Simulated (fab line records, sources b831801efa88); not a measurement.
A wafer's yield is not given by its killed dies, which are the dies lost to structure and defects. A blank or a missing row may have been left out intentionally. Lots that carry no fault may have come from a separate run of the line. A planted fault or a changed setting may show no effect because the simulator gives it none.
Comparing a struck lot with a sound one / flow sky130 / 18 out of 708 route steps
Sound: the wafers L785.2, L785.4, L785.5. Struck: wafer L800.4. The cause comes at the end.
At each step with rows: each side's tool, then ch and its chambers, then its first start. Under that, the readings that differ: sound wafers / struck wafers / difference of the means / sigmas: that difference in standard deviations of wafers without a fault.
alike: readings with means less than 2 such deviations apart, plus words and numbers identical on both sides. not compared: withheld readings, readings lacking a value on some wafer, bounds such as >300 that could conceal the same value, and numbers that have no deviation in the record and whose values overlap.
Wherever a step has rows on one side only, a row that says differs or no value, or a row with sigmas, the two part there. Numbers that have no deviation but don't overlap get no sigmas and don't part them. A reading that every wafer of one side lacks parts them only if that side has two wafers or more.

first, 3 steps without rows for these wafers: SKY_POLY_CUT_EXPOSE_05 (exposes mask NPCM, target cd 270 nm); SKY_POLY_CUT_PEB_06; SKY_POLY_CUT_DEVELOP_07 (develop time 60 s).
SKY_POLY_CUT_CD_MEAS_08 targets a cd of 270 nm.
  sound on cd sem-02, day 28 02:25; struck on cd sem-01, day 31 23:52
  alike: cd nm
SKY_POLY_CUT_OVL_MEAS_09:
  sound on overlay-02, day 28 02:31; struck on overlay-02, day 31 23:56
  alike: POLY_CUT_OVL
SKY_POLY_CUT_ETCH_10: etches BARC in N2/H2, stops on SiO2, time 45.9 s, target depth 60 nm.
  sound on rie diel-03 ch 0,1,2, day 28 02:33; struck on rie diel-04 ch 2, day 31 23:59
reading=oes product au (a.u.); sound=0.856 0.860 0.854; struck=0.845; difference=-0.012; sigmas=-3
  alike: drypump motor current A, h2 flow sccm, throttle valve pct
  not compared: rf hours counter h
SKY_POLY_CUT_ETCH_11: etches Si3N4 in CF4/CH2F2/Ar, stops on poly-Si, time 42.5 s, target depth 60 nm.
  sound on rie diel-03 ch 0,1,2, day 28 02:35; struck on rie diel-04 ch 2, day 32 00:01
reading=throttle valve pct (%); sound=14.999 15.015 14.999; struck=14.983; difference=-0.021; sigmas=-2
  alike: drypump motor current A, oes product au
  not compared: rf hours counter h
SKY_POLY_CUT_STRIP_12: strips in O2/N2.
  sound on plasma asher-01 ch 0, day 28 02:38; struck on plasma asher-02 ch 0, day 32 00:04
  alike: drypump motor current A, oes product au, strip time to endpoint s
  not compared: rf hours counter h
then, 4 steps without rows for these wafers: SKY_SD_P_DEHYDRATE_00 (time 60 s); SKY_SD_P_HMDS_01 (prime time 60 s); SKY_SD_P_COAT_02 (resist thk 1140 nm); SKY_SD_P_SOFTBAKE_03 (time 60 s).
SKY_SD_P_EXPOSE_04: exposes mask PSDM, target cd 380 nm.
  sound on iline stepper-02 ch 0, day 28 16:04; struck on iline stepper-01 ch 0, day 32 13:54
  alike: mask
then, 2 steps without rows for these wafers: SKY_SD_P_PEB_05; SKY_SD_P_DEVELOP_06 (develop time 60 s).
SKY_SD_P_CD_MEAS_07 targets a cd of 380 nm.
  sound on cd sem-01, day 29 04:10; struck on cd sem-01, day 33 02:18
reading=cd nm (nm); sound=380.3 380.5 382.0; struck=353.8; difference=-27.1; sigmas=-10
  not compared: hold
SKY_SD_P_OVL_MEAS_08:
  sound on overlay-02, day 29 04:16; struck on overlay-02, day 33 09:09
reading=hold; sound=- - -; struck=await dispo/6.8h/release; difference=no value on the sound wafers; sigmas=
reading=SD_P_OVL (nm); sound=1.5 0.2 0.5; struck=-2.8; difference=-3.5; sigmas=-2
SKY_PAD_OPEN_PROBE_99:
  the record has rows for the sound wafers here (prober-01, day 48 12:13) and none for the struck ones

## WHERE THEY PART
Earliest at SKY_POLY_CUT_ETCH_10; latest, in this record, at SKY_PAD_OPEN_PROBE_99.

WHY: what had been put in by the simulator
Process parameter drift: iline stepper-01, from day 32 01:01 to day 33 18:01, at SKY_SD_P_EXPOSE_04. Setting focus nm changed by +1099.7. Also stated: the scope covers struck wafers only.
